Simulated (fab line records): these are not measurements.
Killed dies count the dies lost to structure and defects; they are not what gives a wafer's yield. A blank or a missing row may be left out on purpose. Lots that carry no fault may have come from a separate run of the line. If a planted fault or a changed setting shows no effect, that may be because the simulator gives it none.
Matching of chambers + flow sky130 + SKY_VIA1_ETCH_15 on rie-diel-02: 4 sister chambers
The step etches SiO2 in C4F8/O2/Ar, stops on TiN, target depth 351 nm, time 54 s. 4 wafers are shown with their chamber, then 7 later ones without.

## WAFERS WITH THEIR CHAMBER
| wafer  | chamber | oes-product-au (a.u.) |
|--------|---------|-----------------------|
| L303.4 | 3       | 0.985                 |
| L303.5 | 1       | 0.981                 |
| L314.2 | 0       | 0.985                 |
| L314.4 | 2       | 0.986                 |

## WAFERS WITHOUT THEIR CHAMBER
| wafer  | oes-product-au (a.u.) |
|--------|-----------------------|
| L314.6 | 0.987                 |
| L315.4 | 0.979                 |
| L315.5 | 0.979                 |
| L315.6 | 0.976                 |
| L318.1 | 0.990                 |
| L318.2 | 0.983                 |
| L318.6 | 0.979                 |

## EACH ONE'S CHAMBER
| wafer  | from the rows above               | in truth |
|--------|-----------------------------------|----------|
| L314.6 | can't be placed: 2 or 0 or 3 or 1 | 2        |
| L315.4 | can't be placed: 1 or 0 or 3 or 2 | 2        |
| L315.5 | can't be placed: 1 or 0 or 3 or 2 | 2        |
| L315.6 | can't be placed: 1 or 0 or 3 or 2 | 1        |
| L318.1 | can't be placed: 2 or 0 or 3 or 1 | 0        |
| L318.2 | can't be placed: 0 or 1 or 3 or 2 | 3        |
| L318.6 | can't be placed: 1 or 0 or 3 or 2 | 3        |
0 of 7 placed correctly. Cannot be placed on the basis of these rows: 7; the candidates contain the true chamber in 7. 0 placed wrongly.
How it was worked out, from the rows above alone: a wafer's distance from a chamber is the root of the sum, over the readings, of the square of ((its reading less the chamber's mean) divided by the reading's scatter). The wafer belongs to the nearest chamber; if the next one is less than 2 further off, it can't be placed. A chamber's mean is the mean of its shown wafers. The scatter (one wafer shown for each chamber): square how far every hidden wafer sits from the nearest shown wafer, average those squares and take the square root.
